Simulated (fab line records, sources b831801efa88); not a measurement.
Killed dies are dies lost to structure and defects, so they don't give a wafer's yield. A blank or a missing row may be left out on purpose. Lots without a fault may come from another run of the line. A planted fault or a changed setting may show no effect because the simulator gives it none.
fab line records | flow gf180mcu
record lots=6 wafers=18 last_day=33
route steps=602 shown M4@456
lots that met no fault: from a run of the same line without faults
start_h: hours from the record's first day to the start of the lot's first wafer shown | wait_h: hours since the lot's step before | " the same as in the row above | L1.1+2: a row that stands for several wafers | - no value, or no start given | * or withheld: withheld | < > ~ a bound
route shown NAME@n: a module of which the file shows steps, and the number in the route of the first | usual: mean/standard deviation of fault-free wafers | same: alike in all rows | chamber/n: place in a boat | sites: the reading at each site | _std_site: their standard deviation | _edge_site: outer sites' mean less inner sites' | radius_mm: how far each site lies from the wafer's centre | mask NAME#n: copy n | behind: the tool/chamber that last shaped the wafer | hold: why the lot was held/for how many hours/how that ended | device: the transistor (n, p or np) that didn't switch | end of line: the same wafers' tests at the end of the route | a step without rows: its recipe alone | killed: dies lost to structure and defects at the first sort, not the wafer's yield | map: a wafer's dies, x killed, . not, _ none there
set.NAME: the setting as run; set.NAME@STEP: as run at that earlier step | model.NAME: the simulator's own value behind a step, which no gauge read
lots at some steps of the route; a table a step, a row a wafer
services: from which hour (start_h, from the record's first day; less than 0 if before it) a tool's chamber was out of use, for how many hours, and why
## steps
# step GF_M4_SPUTTER_00
# recipe material=Ti target_thk_nm=37.5 arriving_ion_energy_ev=80 substrate_temp_c=200 chamber_pressure_pa=2 power_w=4000 time_s=150
# usual chamber_pressure_pa=2.000/0.0039 substrate_temp_c=200.02/0.15 throttle_valve_pct=30.5/0.92
# columns lot.wafer tool chamber start_h wait_h chamber_pressure_pa substrate_temp_c throttle_valve_pct
L365.3 pvd_sputter-02 - 535.13 0.1 2.004 200.15 32.1
L365.5 " - " " 1.997 199.84 30.0
L365.6 " - " " 2.008 199.96 29.1
L364.3 pvd_sputter-02 - 540.27 0.2 1.995 199.99 29.9
L364.4 " - " " 1.996 199.90 30.0
L364.6 " - " " 1.996 199.90 30.2
L367.2 pvd_sputter-01 - 555.64 0.1 2.000 200.03 31.0
L367.3 " - " " 1.996 200.04 28.8
L367.5 " - " " 1.997 199.83 31.3
L375.3 pvd_sputter-02 - 616.77 0.2 1.996 200.20 29.2
L375.5 " - " " 1.999 199.93 30.1
L375.6 " - " " 1.998 200.18 31.8
L379.1 pvd_sputter-02 - 647.43 0.2 2.000 200.12 31.9
L379.5 " - " " 2.001 199.91 32.2
L379.6 " - " " 2.004 199.98 29.8
L382.2 pvd_sputter-01 - 665.89 0.1 2.002 200.00 30.4
L382.4 " - " " 2.006 200.11 30.8
L382.5 " - " " 1.996 200.05 31.3
# step GF_M4_SPUTTER_01
# recipe material=TiN target_thk_nm=30 power_w=6500 time_s=25 chamber_pressure_pa=0.4
# usual chamber_pressure_pa=0.4001/0.0008 throttle_valve_pct=30.4/0.92
# columns lot.wafer tool chamber start_h wait_h chamber_pressure_pa throttle_valve_pct
L365.3 pvd_sputter-02 - 535.23 0.1 0.4006 32.1
L365.5 " - " " 0.3997 29.7
L365.6 " - " " 0.4000 29.0
L364.3 pvd_sputter-02 - 540.37 0.1 0.3999 29.7
L364.4 " - " " 0.4001 30.1
L364.6 " - " " 0.4007 30.1
L367.2 pvd_sputter-01 - 555.74 0.1 0.3997 31.2
L367.3 " - " " 0.3991 28.8
L367.5 " - " " 0.3980 31.1
L375.3 pvd_sputter-02 - 616.87 0.1 0.3996 28.9
L375.5 " - " " 0.4004 30.1
L375.6 " - " " 0.4016 31.9
L379.1 pvd_sputter-02 - 647.53 0.1 0.4000 32.1
L379.5 " - " " 0.4005 31.8
L379.6 " - " " 0.3991 29.8
L382.2 pvd_sputter-01 - 665.99 0.1 0.3995 30.4
L382.4 " - " " 0.4011 30.9
L382.5 " - " " 0.4001 31.2
# step GF_M4_SPUTTER_02
# recipe material=AlCu target_thk_nm=450 power_w=10600 time_s=23.9 chamber_pressure_pa=0.4
# usual chamber_pressure_pa=0.4000/0.00079 throttle_valve_pct=30.5/0.91
# columns lot.wafer tool chamber start_h wait_h chamber_pressure_pa throttle_valve_pct
L365.3 pvd_sputter-02 - 535.26 0.0 0.3992 31.9
L365.5 " - " " 0.4004 29.9
L365.6 " - " " 0.4004 29.2
L364.3 pvd_sputter-02 - 540.40 0.0 0.3999 29.7
L364.4 " - " " 0.4003 30.1
L364.6 " - " " 0.4008 30.2
L367.2 pvd_sputter-01 - 555.77 0.0 0.3998 30.9
L367.3 " - " " 0.3992 28.9
L367.5 " - " " 0.3998 31.1
L375.3 pvd_sputter-02 - 616.90 0.0 0.4002 29.3
L375.5 " - " " 0.4002 30.3
L375.6 " - " " 0.3996 31.9
L379.1 pvd_sputter-02 - 647.56 0.0 0.4001 32.0
L379.5 " - " " 0.4007 31.7
L379.6 " - " " 0.4000 29.9
L382.2 pvd_sputter-01 - 666.02 0.0 0.4006 30.5
L382.4 " - " " 0.3999 30.9
L382.5 " - " " 0.4006 31.2
# step GF_M4_SPUTTER_03
# recipe material=Ti target_thk_nm=10 substrate_temp_c=300 chamber_pressure_pa=0.3 power_w=3000 time_s=6.7
# usual chamber_pressure_pa=0.3000/0.00057 substrate_temp_c=299.99/0.21 throttle_valve_pct=30.4/0.91
# columns lot.wafer tool chamber start_h wait_h chamber_pressure_pa substrate_temp_c throttle_valve_pct
L365.3 pvd_sputter-02 - 535.29 0.0 0.2991 299.87 32.1
L365.5 " - " " 0.3004 300.21 30.3
L365.6 " - " " 0.3001 300.30 29.4
L364.3 pvd_sputter-02 - 540.43 0.0 0.2999 300.44 29.8
L364.4 " - " " 0.2995 299.91 30.4
L364.6 " - " " 0.2999 299.99 30.1
L367.2 pvd_sputter-01 - 555.80 0.0 0.3002 300.18 31.1
L367.3 " - " " 0.3006 300.44 28.6
L367.5 " - " " 0.3001 300.21 30.9
L375.3 pvd_sputter-02 - 616.93 0.0 0.2993 300.05 29.2
L375.5 " - " " 0.2997 300.16 30.1
L375.6 " - " " 0.2989 300.10 31.9
L379.1 pvd_sputter-02 - 647.59 0.0 0.3002 299.91 31.8
L379.5 " - " " 0.3006 299.97 31.8
L379.6 " - " " 0.2997 300.04 29.8
L382.2 pvd_sputter-01 - 666.05 0.0 0.3001 299.59 30.1
L382.4 " - " " 0.3009 299.60 30.8
L382.5 " - " " 0.2997 299.75 30.9
# step GF_M4_SPUTTER_04
# recipe material=TiN target_thk_nm=50 power_w=6500 time_s=41.7 chamber_pressure_pa=0.4
# usual chamber_pressure_pa=0.4000/0.0008 throttle_valve_pct=30.5/0.91
# columns lot.wafer tool chamber start_h wait_h chamber_pressure_pa throttle_valve_pct
L365.3 pvd_sputter-02 - 535.31 0.0 0.3997 31.8
L365.5 " - " " 0.4001 30.2
L365.6 " - " " 0.3993 29.2
L364.3 pvd_sputter-02 - 540.45 0.0 0.4008 29.9
L364.4 " - " " 0.4005 30.3
L364.6 " - " " 0.4008 30.0
L367.2 pvd_sputter-01 - 555.82 0.0 0.3995 31.0
L367.3 " - " " 0.3995 28.5
L367.5 " - " " 0.4008 31.3
L375.3 pvd_sputter-02 - 616.95 0.0 0.4003 29.3
L375.5 " - " " 0.4015 30.3
L375.6 " - " " 0.4005 31.8
L379.1 pvd_sputter-02 - 647.61 0.0 0.3990 31.8
L379.5 " - " " 0.4000 32.0
L379.6 " - " " 0.4006 30.0
L382.2 pvd_sputter-01 - 666.07 0.0 0.4002 30.3
L382.4 " - " " 0.4005 30.5
L382.5 " - " " 0.4001 31.0
# step GF_M4_RS_MEAS_05
# recipe thk_meas_gauge=four-point-probe reads=TiN_of_M4_SPUTTER_04+Ti_of_M4_SPUTTER_03+AlCu_of_M4_SPUTTER_02+TiN_of_M4_SPUTTER_01+Ti_of_M4_SPUTTER_00
# usual M4_ALCU_RS=0.0692/0.00071
# columns lot.wafer tool chamber start_h wait_h M4_ALCU_RS[ohm/sq]
L365.3 film_metro-02 - 535.39 0.1 0.0690
L365.5 " - " " 0.0689
L365.6 " - " " 0.0686
L364.3 film_metro-02 - 540.53 0.1 0.0686
L364.4 " - " " 0.0688
L364.6 " - " " 0.0692
L367.2 film_metro-02 - 555.88 0.0 0.0681
L367.3 " - " " 0.0688
L367.5 " - " " 0.0685
L375.3 film_metro-01 - 617.03 0.1 0.0701
L375.5 " - " " 0.0699
L375.6 " - " " 0.0696
L379.1 film_metro-02 - 647.65 0.0 0.0695
L379.5 " - " " 0.0693
L379.6 " - " " 0.0679
L382.2 film_metro-02 - 666.13 0.0 0.0701
L382.4 " - " " 0.0692
L382.5 " - " " 0.0689
# step GF_M4_THK_MEAS_06
# recipe thk_meas_gauge=xrf reads=AlCu_of_M4_SPUTTER_02
# usual M4_ALCU_THK=456/6
# columns lot.wafer tool chamber start_h wait_h M4_ALCU_THK[nm]
L365.3 film_metro-02 - 535.49 0.1 455
L365.5 " - " " 454
L365.6 " - " " 459
L364.3 film_metro-02 - 540.63 0.1 457
L364.4 " - " " 457
L364.6 " - " " 455
L367.2 film_metro-02 - 555.99 0.1 462
L367.3 " - " " 459
L367.5 " - " " 460
L375.3 film_metro-01 - 617.13 0.1 447
L375.5 " - " " 451
L375.6 " - " " 451
L379.1 film_metro-02 - 647.77 0.1 458
L379.5 " - " " 459
L379.6 " - " " 469
L382.2 film_metro-02 - 666.24 0.1 449
L382.4 " - " " 457
L382.5 " - " " 455
# step GF_M4_DEHYDRATE_07
# recipe temp_c=200 time_s=60
# step GF_M4_HMDS_08
# recipe prime_time_s=60 prime_temp_c=120
# step GF_M4_COAT_09
# recipe resist=KrF spin_rpm=withheld resist_thk_nm=1000
# step GF_M4_SOFTBAKE_10
# recipe temp_c=130 time_s=60 resist=KrF
# step GF_M4_EXPOSE_11
# recipe mask_id=Metal4 target_cd_nm=280 na=0.68 source_shape=conventional sigma_outer=0.6 dose_mj=28
# step GF_M4_PEB_12
# recipe peb_temp_c=135 peb_time_s=90 resist=KrF
# usual chill_plate_temp_C=22.99/0.12 exhaust_pa=44.9/0.8
# columns lot.wafer tool chamber start_h wait_h chill_plate_temp_C exhaust_pa
L365.3 litho_track-01 0 556.83 - 23.05 43.7
L365.5 " 0 " " 23.11 44.1
L365.6 " 0 " " 23.05 45.6
L364.3 litho_track-01 - 562.08 - - -
L364.4 " - " " - -
L364.6 " - " " - -
L367.2 litho_track-03 - 576.86 - - -
L367.3 " - " " - -
L367.5 " - " " - -
L375.3 litho_track-01 0 636.63 - 22.98 44.9
L375.5 " 0 " " 22.87 45.2
L375.6 " 0 " " 22.94 46.8
L379.1 litho_track-04 0 666.76 - 22.94 45.8
L379.5 " 0 " " 22.83 46.4
L379.6 " 0 " " 22.80 45.5
L382.2 litho_track-01 0 685.24 - 22.77 47.0
L382.4 " 0 " " 22.87 45.1
L382.5 " 0 " " 22.72 46.5
# step GF_M4_DEVELOP_13
# recipe develop_time_s=60 dev_temp_c=21
## services
# columns tool chamber start_h hours kind
pvd_sputter-02 - 619.77 9.3 repair
## key
first_sign step=GF_M4_PEB_12 reading=tool_record direction=missing
effect none on later readings
met_at GF_M4_PEB_12
struck_wafers L364.3,L364.4,L364.6,L367.2,L367.3,L367.5
later_rows_left_out L364.3,L364.4,L364.6,L367.2,L367.3,L367.5
sort_left_out L364.3,L364.4,L364.6,L367.2,L367.3,L367.5
onset_between 556.83 562.08
fault kind=skipped_step_whole tool=litho_track-01,litho_track-03 chamber=- onset_h=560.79 steps=GF_M4_PEB_12 scope=struck_lots_only
# sort_left_out: the simulated sort isn't trusted on such a fault, so these wafers' sort isn't shown, and their yield isn't known
# later_rows_left_out: the simulator's readings of these wafers behind a module that went badly wrong aren't trusted and aren't shown, but for the sort
